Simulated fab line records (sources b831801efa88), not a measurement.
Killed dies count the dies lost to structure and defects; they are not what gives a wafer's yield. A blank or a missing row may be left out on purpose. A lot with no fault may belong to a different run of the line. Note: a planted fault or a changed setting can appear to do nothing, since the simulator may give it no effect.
Which tool is to blame? -- flow gf180mcu -- 42 wafers from 14 lots sampled at 4 of the route's 602 steps

== WHAT EACH GAUGE READ, for each wafer ==
GF_VT_IMPLANT_TW_MEAS_10.
lot,measured,on,VT_IMPLANT_TW
L987,day 5 14:58,film-metro-02,564 561 557
L988,day 5 21:47,film-metro-02,564 562 562
L990,day 6 06:17,film-metro-01,561 563 561
L991,day 6 18:09,film-metro-02,561 560 558
L992,day 6 20:11,film-metro-02,560 559 563
L993,day 7 01:52,film-metro-01,563 562 564
L100,day 8 20:07,film-metro-02,558 558 559
L102,day 9 05:50,film-metro-02,562 565 561
L103,day 9 13:49,film-metro-01,564 561 561
L104,day 10 00:04,film-metro-01,561 562 562
L107,day 11 00:49,film-metro-02,563 565 562
L109,day 11 11:25,film-metro-02,561 564 561
L108,day 11 14:04,film-metro-03,568 565 569
L110,day 11 19:22,film-metro-03,570 570 568

== TOOL THAT RAN EACH LOT (tool first, then ch and the chambers of the sampled wafers, then the start) ==
lot,GF_DNWELL_STRIP_08,GF_LVPWELL_DEVELOP_06,GF_MVSD_STRIP_10
L987,"plasma-asher-01 ch 1, day 2 19:53","litho-track-02 ch 0, day 3 21:00","plasma-asher-03 ch 0,1, day 4 10:55"
L988,"plasma-asher-01 ch 0,1, day 3 00:02","litho-track-01 ch 0, day 4 02:00","plasma-asher-04 ch 0,1, day 4 16:55"
L990,"plasma-asher-02 ch 0,1, day 3 10:33","litho-track-04 ch 0, day 4 12:00","plasma-asher-04 ch 0,1, day 5 02:19"
L991,"plasma-asher-01 ch 0,1, day 3 19:24","litho-track-04 ch 0, day 4 22:00","plasma-asher-04 ch 1, day 5 13:25"
L992,"plasma-asher-04 ch 0,1, day 3 22:23","litho-track-04 ch 0, day 5 01:00","plasma-asher-03 ch 0,1, day 5 15:34"
L993,"plasma-asher-02 ch 0,1, day 4 02:11","litho-track-02 ch 0, day 5 06:00","plasma-asher-03 ch 1, day 5 21:31"
L100,"plasma-asher-01 ch 0,1, day 5 15:47","litho-track-04 ch 0, day 6 20:00","plasma-asher-04 ch 0,1, day 7 11:23"
L102,"plasma-asher-01 ch 0,1, day 6 00:50","litho-track-04 ch 0, day 7 05:00","plasma-asher-03 ch 0,1, day 7 21:52"
L103,"plasma-asher-01 ch 0,1, day 6 06:41","litho-track-04 ch 0, day 7 11:00","plasma-asher-01 ch 0,1, day 8 03:58"
L104,"plasma-asher-04 ch 0,1, day 6 16:03","litho-track-01 ch 0, day 7 21:00","plasma-asher-03 ch 0,1, day 8 13:44"
L107,"plasma-asher-02 ch 0,1, day 7 11:33","litho-track-02 ch 0, day 8 19:00","plasma-asher-03 ch 0,1, day 9 13:25"
L109,"plasma-asher-02 ch 0,1, day 7 22:47","litho-track-01 ch 0, day 9 06:00","plasma-asher-04 ch 0,1, day 10 00:22"
L108,"plasma-asher-04 ch 0,1, day 7 23:32","litho-track-01 ch 0, day 9 07:00","plasma-asher-03 ch 0,1, day 10 01:47"
L110,"plasma-asher-02 ch 1, day 8 03:24","litho-track-01 ch 0, day 9 12:00","plasma-asher-01 ch 0,1, day 10 06:35"
- GF_DNWELL_STRIP_08: strips in O2/N2.
- GF_LVPWELL_DEVELOP_06: develop time 60 s.
- GF_MVSD_STRIP_10: strips in O2/N2.

== AS READ BY THE TOOLS THEMSELVES (means over the sampled wafers that have a number; for cases with no such wafer, the mark the record gives instead) ==
GF_DNWELL_STRIP_08.
lot,tool,drypump-motor-current-A (A),heater-power-w (W),oes-product-au (a.u.),strip-time-to-endpoint-s (s)
L987,plasma-asher-01,5.4,324,0.724,37.12
L988,plasma-asher-01,5.5,314,0.719,36.89
L990,plasma-asher-02,5.6,430,0.722,37.00
L991,plasma-asher-01,5.6,305,0.724,37.01
L992,plasma-asher-04,5.4,312,0.721,36.99
L993,plasma-asher-02,5.3,393,0.716,37.06
L100,plasma-asher-01,5.5,317,0.720,36.92
L102,plasma-asher-01,5.6,305,0.723,36.96
L103,plasma-asher-01,5.6,305,0.722,36.88
L104,plasma-asher-04,5.1,343,0.727,37.13
L107,plasma-asher-02,5.3,387,0.726,36.97
L109,plasma-asher-02,5.3,389,0.726,36.95
L108,plasma-asher-04,5.1,347,0.720,37.07
L110,plasma-asher-02,4.9,347,0.725,36.88

GF_LVPWELL_DEVELOP_06.
lot,tool,developer-temp-C (C)
L987,litho-track-02,23.05
L988,litho-track-01,23.18
L990,litho-track-04,23.02
L991,litho-track-04,22.92
L992,litho-track-04,22.98
L993,litho-track-02,23.03
L100,litho-track-04,23.01
L102,litho-track-04,22.01
L103,litho-track-04,22.00
L104,litho-track-01,23.00
L107,litho-track-02,23.11
L109,litho-track-01,23.10
L108,litho-track-01,23.01
L110,litho-track-01,22.99

GF_MVSD_STRIP_10.
lot,tool,drypump-motor-current-A (A),heater-power-w (W),oes-product-au (a.u.),strip-time-to-endpoint-s (s)
L987,plasma-asher-03,6.1,340,0.721,37.23
L988,plasma-asher-04,5.1,341,0.723,37.21
L990,plasma-asher-04,5.1,345,0.719,37.28
L991,plasma-asher-04,4.7,389,0.722,37.08
L992,plasma-asher-03,6.1,339,0.719,37.05
L993,plasma-asher-03,5.8,321,0.721,37.13
L100,plasma-asher-04,5.4,307,0.718,37.21
L102,plasma-asher-03,5.9,331,0.722,37.27
L103,plasma-asher-01,5.5,319,0.721,37.27
L104,plasma-asher-03,5.9,328,0.726,37.27
L107,plasma-asher-03,6.1,339,0.723,37.05
L109,plasma-asher-04,5.4,312,0.721,37.00
L108,plasma-asher-03,5.9,328,0.721,37.17
L110,plasma-asher-01,5.6,305,0.728,37.18

== THE ANSWER, worked out from the rows above alone ==
Rule: the usual values come from the lots themselves. The widest of any qualifying gaps counts: lots, ordered by their means at a reading, are off when they make up no more than a third of the lots, leave a main group of 4 or more, and stand apart from it by 3 or more times the standard deviation of that group's means. A main group whose means are all the same, to the digits that the tables above print for the reading, isn't used. A lot without any number at a reading at which 4 lots or more have one is off too. Any other lot the step has rows for is counted as sound. The gauges are gone through in route order, then the tools' own readings, and for those a lot's mean is taken as printed above. At the first step where some lot is off, the reading lying furthest off is the one used; lots without a number count as furthest.
Off, at GF_LVPWELL_DEVELOP_06 on developer-temp-C: L102, L103. Main group: mean 23.03 C, sd 0.066.
A tool fits if, at that step or a process step before it, it ran every lot that is off, and no sound lot after the first of them. Undecided on this evidence; 2 tools fit (plasma-asher-01 at GF_DNWELL_STRIP_08, litho-track-04 at GF_LVPWELL_DEVELOP_06).

== WHAT WAS PUT IN BY THE SIMULATOR ==
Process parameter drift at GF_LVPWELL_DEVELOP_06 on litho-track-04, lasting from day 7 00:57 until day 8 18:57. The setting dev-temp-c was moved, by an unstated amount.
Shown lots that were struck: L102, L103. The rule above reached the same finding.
